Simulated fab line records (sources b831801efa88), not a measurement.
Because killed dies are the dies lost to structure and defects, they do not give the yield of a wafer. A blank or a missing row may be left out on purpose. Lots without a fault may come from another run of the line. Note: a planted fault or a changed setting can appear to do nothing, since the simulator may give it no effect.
Matching of chambers :: flow sky130 :: rie-si-01 running SKY_POLY_GATE_ETCH_17: 4 sister chambers
The step etches poly-Si in HBr/Cl2, stops on SiO2, target depth 180 nm, time 70.5 s. 16 wafers are shown with their chamber, then 8 later ones without.

## EACH WAFER AND ITS CHAMBER
wafer: L406.1
chamber: 2
drypump-motor-current-A (A): 4.9
he-backside-leak-sccm (sccm): 2.42
oes-product-au (a.u.): 0.986

wafer: L406.3
chamber: 1
drypump-motor-current-A (A): 4.9
he-backside-leak-sccm (sccm): 2.73
oes-product-au (a.u.): 0.992

wafer: L406.6
chamber: 1
drypump-motor-current-A (A): 4.8
he-backside-leak-sccm (sccm): 2.57
oes-product-au (a.u.): 0.985

wafer: L407.1
chamber: 0
drypump-motor-current-A (A): 6.4
he-backside-leak-sccm (sccm): 2.65
oes-product-au (a.u.): 0.991

wafer: L407.3
chamber: 2
drypump-motor-current-A (A): 4.9
he-backside-leak-sccm (sccm): 2.35
oes-product-au (a.u.): 0.993

wafer: L407.5
chamber: 1
drypump-motor-current-A (A): 4.9
he-backside-leak-sccm (sccm): 2.66
oes-product-au (a.u.): 0.983

wafer: L408.2
chamber: 0
drypump-motor-current-A (A): 6.5
he-backside-leak-sccm (sccm): 2.65
oes-product-au (a.u.): 0.979

wafer: L408.3
chamber: 2
drypump-motor-current-A (A): 4.9
he-backside-leak-sccm (sccm): 2.40
oes-product-au (a.u.): 0.987

wafer: L408.4
chamber: 1
drypump-motor-current-A (A): 4.8
he-backside-leak-sccm (sccm): 2.41
oes-product-au (a.u.): 0.983

wafer: L411.3
chamber: 1
drypump-motor-current-A (A): 4.8
he-backside-leak-sccm (sccm): 2.57
oes-product-au (a.u.): 0.981

wafer: L411.4
chamber: 3
drypump-motor-current-A (A): 6.2
he-backside-leak-sccm (sccm): 2.57
oes-product-au (a.u.): 0.982

wafer: L411.5
chamber: 2
drypump-motor-current-A (A): 4.9
he-backside-leak-sccm (sccm): 2.33
oes-product-au (a.u.): 0.986

wafer: L412.1
chamber: 0
drypump-motor-current-A (A): 6.4
he-backside-leak-sccm (sccm): 2.69
oes-product-au (a.u.): 0.978

wafer: L412.3
chamber: 1
drypump-motor-current-A (A): 4.8
he-backside-leak-sccm (sccm): 2.61
oes-product-au (a.u.): 0.975

wafer: L412.4
chamber: 3
drypump-motor-current-A (A): 6.2
he-backside-leak-sccm (sccm): 2.65
oes-product-au (a.u.): 0.983

wafer: L413.2
chamber: 3
drypump-motor-current-A (A): 6.2
he-backside-leak-sccm (sccm): 2.62
oes-product-au (a.u.): 0.993

SIGNATURES (averages over the wafers above)
reading: drypump-motor-current-A
chamber 0: 6.433
chamber 1: 4.833
chamber 2: 4.900
chamber 3: 6.200
scatter within a chamber: 0.0408

reading: he-backside-leak-sccm
chamber 0: 2.6633
chamber 1: 2.5917
chamber 2: 2.3750
chamber 3: 2.6133
scatter within a chamber: 0.0751

reading: oes-product-au
chamber 0: 0.98267
chamber 1: 0.98317
chamber 2: 0.98800
chamber 3: 0.98600
scatter within a chamber: 0.00552
Rule: for a wafer and a chamber, the distance is found by dividing, reading by reading, the gap between the wafer's reading and the chamber's mean by the reading's scatter, squaring, summing and taking the root. The wafer belongs to the nearest chamber; if the next one is less than 2 further off, it can't be placed. The scatter is the square root of a quotient: the sum, over the shown wafers, of each reading's squared deviation from its chamber's mean, divided by wafers minus chambers.

## WAFERS WHOSE CHAMBER IS MISSING
wafer: L413.4
drypump-motor-current-A (A): 4.9
he-backside-leak-sccm (sccm): 2.49
oes-product-au (a.u.): 0.986

wafer: L413.6
drypump-motor-current-A (A): 4.9
he-backside-leak-sccm (sccm): 2.45
oes-product-au (a.u.): 0.998

wafer: L420.4
drypump-motor-current-A (A): 6.2
he-backside-leak-sccm (sccm): 2.56
oes-product-au (a.u.): 0.990

wafer: L420.5
drypump-motor-current-A (A): 6.2
he-backside-leak-sccm (sccm): 2.65
oes-product-au (a.u.): 0.995

wafer: L420.6
drypump-motor-current-A (A): 4.9
he-backside-leak-sccm (sccm): 2.61
oes-product-au (a.u.): 0.997

wafer: L424.1
drypump-motor-current-A (A): 4.9
he-backside-leak-sccm (sccm): 2.40
oes-product-au (a.u.): 0.993

wafer: L424.2
drypump-motor-current-A (A): 6.2
he-backside-leak-sccm (sccm): 2.60
oes-product-au (a.u.): 0.983

wafer: L424.6
drypump-motor-current-A (A): 4.9
he-backside-leak-sccm (sccm): 2.37
oes-product-au (a.u.): 0.983

## CHAMBER TAKEN BY EACH
wafer: L413.4
from the rows above: can't be placed: 2 or 1
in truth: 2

wafer: L413.6
from the rows above: can't be placed: 2 or 1
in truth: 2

wafer: L420.4
from the rows above: 3
in truth: 3

wafer: L420.5
from the rows above: 3
in truth: 3

wafer: L420.6
from the rows above: can't be placed: 1 or 2
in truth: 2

wafer: L424.1
from the rows above: 2
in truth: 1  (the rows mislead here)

wafer: L424.2
from the rows above: 3
in truth: 3

wafer: L424.6
from the rows above: 2
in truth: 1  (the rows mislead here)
Correctly placed: 3 of 8. Unplaceable from these rows: 3, with the true chamber sitting among the candidates in 3. Placed wrongly: 2.
